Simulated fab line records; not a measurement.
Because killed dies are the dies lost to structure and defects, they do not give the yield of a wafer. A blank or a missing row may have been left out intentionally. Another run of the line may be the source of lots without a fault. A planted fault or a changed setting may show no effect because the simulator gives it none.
8D (eight disciplines) problem report, filled in by code    flow sky130    the parts of the form that need people (team, actions taken, sign-off) are left out

## 1. THE ISSUE
Mean of timeToEndpointS at SKY_LI_CONTACT_CMP_24: 49 s across 4 wafers in 3 lots; on wafers with no fault it is 96 s (standard deviation 3.9). Relative to the usual mean, that is a shift of -12 standard deviations.
The step: polishes, stops on PSG, t overpolish 20 s, target thk 0 nm.
The first sign was on wafer L282.3 at day 34 16:44, on cmp-02. The record has a number at this step for 36 wafers belonging to 13 lots. By rule, "out" or "out of limits" means more than 4 standard deviations away from the usual mean. All remaining wafers that have a number are taken as sound.

## 2. WHAT THIS IS AND IS NOT
question                     is                              is not
which readings at this step  timeToEndpointS                 edgeZonePressureFrac, motorCurrentA, overpolishRunS
which lots                   L282, L284, L285                L266, L268, L272, L273, L274, L275, L277, L278, L283, L288
which wafers of those lots   L282.3, L284.5, L285.3, L285.5  L282.4, L284.6
read on which tools          cmp-02                          cmp-01
when                         from day 34 16:44               up to then (25 sound wafers); but 7 sound wafers of L283, L284, L288 came after

## 3. SUSPECTS, AND WHAT RULES EACH OUT
Counting: a tool at a process step up to the reading stays a suspect if it ran every lot that is out. Sound lots after the first of them don't rule it out here, since some wafers of a struck lot are sound.
- cmp-02 at SKY_LI_CONTACT_CMP_24 (polishes, stops on PSG, t overpolish 20 s, target thk 0 nm): kept. Ran every lot that is out, first one L282 (day 34 16:44); last sound lot up to then L278 (day 33 17:28). On those wafers its own readings are out: timeToEndpointS.
The count leaves cmp-02 at SKY_LI_CONTACT_CMP_24.

## 4. THE CAUSE (what the simulator had put in)
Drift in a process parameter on cmp-02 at SKY_LI_CONTACT_CMP_24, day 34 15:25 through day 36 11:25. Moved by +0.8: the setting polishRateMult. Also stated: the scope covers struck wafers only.
Counting left only this tool.

## 5. SEQUENCE OF EFFECTS, ordered by route
Rows list readings where the struck wafers' mean (over those with a number) sits beyond 3 standard deviations from the usual. Only readings whose record carries a usual standard deviation are examined. hours: median over the lots of the time between each lot's start at the first step of this table that gives one and its start at this step. sigmas: the change, counted in usual standard deviations.
hours  step                   reading          usual  on struck wafers  change  sigmas
0      SKY_LI_CONTACT_CMP_24  timeToEndpointS  96 s   49                -47     -12
The process steps in it:
- SKY_LI_CONTACT_CMP_24: polishes, stops on PSG, t overpolish 20 s, target thk 0 nm.

## 6. WHAT WOULD HAVE CAUGHT IT SOONER
In this record the first reading out of limits was taken at day 34 16:44, 1 hour after the fault began at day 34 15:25.
